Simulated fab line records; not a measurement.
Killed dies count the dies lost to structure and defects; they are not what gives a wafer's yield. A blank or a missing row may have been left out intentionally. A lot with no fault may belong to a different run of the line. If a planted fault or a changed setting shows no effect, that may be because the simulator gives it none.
The tool behind it: which one?	flow sky130	12 lots with 34 wafers sampled at 5 steps, on a route of 708 steps

WHAT THE GAUGES READ, wafer by wafer
The record lacks any reading of a measuring or inspecting step that a usual standard deviation could be used to judge.

TOOL THAT RAN EACH LOT (tool first, then ch and the chambers of the sampled wafers, then the start)
lot	SKY_VT_ADJUST_NCORE_COAT_02	SKY_VT_ADJUST_NCORE_STRIP_10	SKY_METAL3_ETCH_17	SKY_PASSIVATION_STRIP_12	SKY_PAD_OPEN_ETCH_07
L251	litho track-03 ch 0, day 8 14:04	plasma asher-04 ch 0,1, day 9 01:54	rie diel-01 ch 1,2,3, day 39 13:34	plasma asher-03 ch 0,1, day 45 21:13	rie diel-01 ch 1,2,3, day 46 18:52
L252	litho track-02 ch 0, day 8 19:55	plasma asher-01 ch 1, day 9 07:42	rie diel-03 ch 1,3, day 40 02:28	plasma asher-03 ch 0,1, day 46 07:50	rie diel-02 ch 0,2, day 47 04:40
L253	litho track-04 ch 0, day 9 06:29	plasma asher-04 ch 1, day 9 18:21	rie diel-03 ch 1,2,3, day 40 16:19	plasma asher-04 ch 0, day 46 20:12	rie diel-01 ch 0,2,3, day 47 17:28
L254	litho track-04 ch 0, day 9 17:41	plasma asher-04 ch 0,1, day 10 05:36	rie diel-04 ch 0,2,3, day 40 18:20	plasma asher-04 ch 0,1, day 46 21:14	rie diel-03 ch 1,2,3, day 47 17:48
L257	litho track-03 ch 0, day 10 08:02	plasma asher-02 ch 0,1, day 10 20:24	rie diel-04 ch 0,1,2, day 41 12:20	plasma asher-04 ch 0,1, day 47 12:07	rie diel-02 ch 0,1,3, day 48 08:31
L261	litho track-02 ch 0, day 11 07:31	plasma asher-01 ch 0,1, day 11 20:50	rie diel-01 ch 2,3, day 42 10:23	plasma asher-04 ch 1, day 48 07:31	rie diel-01 ch 1,3, day 49 02:29
L263	litho track-02 ch 0, day 12 01:52	plasma asher-04 ch 1, day 12 14:40	rie diel-03 ch 0,3, day 43 00:26	plasma asher-02 ch 0,1, day 48 18:02	rie diel-02 ch 0,3, day 49 12:39
L268	litho track-04 ch 0, day 13 11:50	plasma asher-02 ch 0,1, day 14 01:42	rie diel-04 ch 1,2, day 44 12:25	plasma asher-02 ch 0,1, day 49 23:58	rie diel-03 ch 0,1,3, day 50 16:23
L269	litho track-04 ch 0, day 13 20:56	plasma asher-01 ch 0,1, day 14 09:47	rie diel-01 ch 0,2,3, day 44 17:05	plasma asher-04 ch 0,1, day 50 03:16	rie diel-01 ch 1,3, day 50 20:15
L270	litho track-04 ch 0, day 14 04:28	plasma asher-01 ch 0,1, day 14 17:50	rie diel-01 ch 1,2,3, day 45 01:05	plasma asher-03 ch 0,1, day 50 09:19	rie diel-02 ch 0,1,3, day 51 01:57
L271	litho track-02 ch 0, day 14 11:55	plasma asher-02 ch 0,1, day 15 01:29	rie diel-04 ch 1,2, day 45 02:56	plasma asher-04 ch 0,1, day 50 10:40	rie diel-03 ch 0,1,2, day 51 02:51
L273	litho track-02 ch 0, day 14 16:43	plasma asher-01 ch 0,1, day 15 06:39	rie diel-01 ch 0,1,2, day 45 13:49	plasma asher-04 ch 0,1, day 50 18:38	rie diel-02 ch 0,2,3, day 51 10:36
- SKY_VT_ADJUST_NCORE_COAT_02: resist thk 1140 nm.
- SKY_VT_ADJUST_NCORE_STRIP_10: strips in O2/N2.
- SKY_METAL3_ETCH_17: etches SiO2 in C4F8/O2/Ar, stops on TiN, time 3.9 s, target depth 15 nm.
- SKY_PASSIVATION_STRIP_12: strips in O2/N2.
- SKY_PAD_OPEN_ETCH_07: etches the open film in CF4/O2, stops on AlCu, target depth 725 nm, time 161.1 s.

WHAT THE TOOLS THEMSELVES READ (means of the sampled wafers that have a number; where no wafer has one, the mark that the record gives instead)
SKY_VT_ADJUST_NCORE_STRIP_10.
lot	tool	drypump motor current A (A)	oes product au (a.u.)	strip time to endpoint s (s)
L251	plasma asher-04	6.3	0.718	14.18
L252	plasma asher-01	5.8	0.715	14.15
L253	plasma asher-04	6.1	0.714	14.18
L254	plasma asher-04	6.3	0.715	14.14
L257	plasma asher-02	5.3	0.719	14.19
L261	plasma asher-01	5.4	0.716	14.05
L263	plasma asher-04	6.1	0.713	14.10
L268	plasma asher-02	5.4	0.717	14.15
L269	plasma asher-01	5.6	0.713	14.12
L270	plasma asher-01	5.6	0.714	14.12
L271	plasma asher-02	5.4	0.717	14.22
L273	plasma asher-01	5.5	0.713	14.17

SKY_METAL3_ETCH_17.
lot	tool	oes product au (a.u.)
L251	rie diel-01	0.752
L252	rie diel-03	0.761
L253	rie diel-03	0.761
L254	rie diel-04	0.764
L257	rie diel-04	0.750
L261	rie diel-01	0.763
L263	rie diel-03	0.752
L268	rie diel-04	0.753
L269	rie diel-01	0.757
L270	rie diel-01	0.769
L271	rie diel-04	0.750
L273	rie diel-01	0.749

SKY_PASSIVATION_STRIP_12.
lot	tool	drypump motor current A (A)	oes product au (a.u.)	strip time to endpoint s (s)
L251	plasma asher-03	5.6	0.656	31.45
L252	plasma asher-03	5.9	0.661	31.47
L253	plasma asher-04	6.4	0.661	31.24
L254	plasma asher-04	6.2	0.664	31.52
L257	plasma asher-04	6.3	0.657	31.50
L261	plasma asher-04	6.1	0.661	31.55
L263	plasma asher-02	5.3	0.659	31.59
L268	plasma asher-02	5.2	0.658	31.73
L269	plasma asher-04	6.3	0.661	31.42
L270	plasma asher-03	5.6	0.665	31.68
L271	plasma asher-04	6.2	0.659	31.52
L273	plasma asher-04	6.2	0.661	31.37

SKY_PAD_OPEN_ETCH_07.
lot	tool	drypump motor current A (A)	oes product au (a.u.)	throttle valve pct (%)
L251	rie diel-01	6.0	0.980	5.964
L252	rie diel-02	5.7	0.983	5.967
L253	rie diel-01	5.9	0.984	5.973
L254	rie diel-03	5.9	0.983	5.968
L257	rie diel-02	5.2	0.979	5.964
L261	rie diel-01	6.2	0.978	5.969
L263	rie diel-02	5.3	0.981	5.973
L268	rie diel-03	5.9	0.978	5.957
L269	rie diel-01	6.1	0.986	5.964
L270	rie diel-02	5.2	0.976	5.970
L271	rie diel-03	6.0	0.990	5.956
L273	rie diel-02	5.4	0.977	5.967

THE ANSWER, worked out from the rows above alone
Rule: the lots themselves supply what counts as usual. The widest of any qualifying gaps counts: lots, ordered by their means at a reading, are off when they make up no more than a third of the lots, leave a main group of 4 or more, and stand apart from it by 3 or more times the standard deviation of that group's means. Not used: any main group whose means are identical at the precision the tables above print for the reading. A lot without any number at a reading at which 4 lots or more have one is off too. Where the step has rows for the other lots, those lots are counted as sound. First the gauges in route order, then the tools' own readings, where a lot's mean is used as printed above. At the first step where some lot is off, the reading lying furthest off is the one used; lots without a number count as furthest.
No lot is off at any reading shown: from this, nothing can be told.

WHAT THE SIMULATOR PUT IN
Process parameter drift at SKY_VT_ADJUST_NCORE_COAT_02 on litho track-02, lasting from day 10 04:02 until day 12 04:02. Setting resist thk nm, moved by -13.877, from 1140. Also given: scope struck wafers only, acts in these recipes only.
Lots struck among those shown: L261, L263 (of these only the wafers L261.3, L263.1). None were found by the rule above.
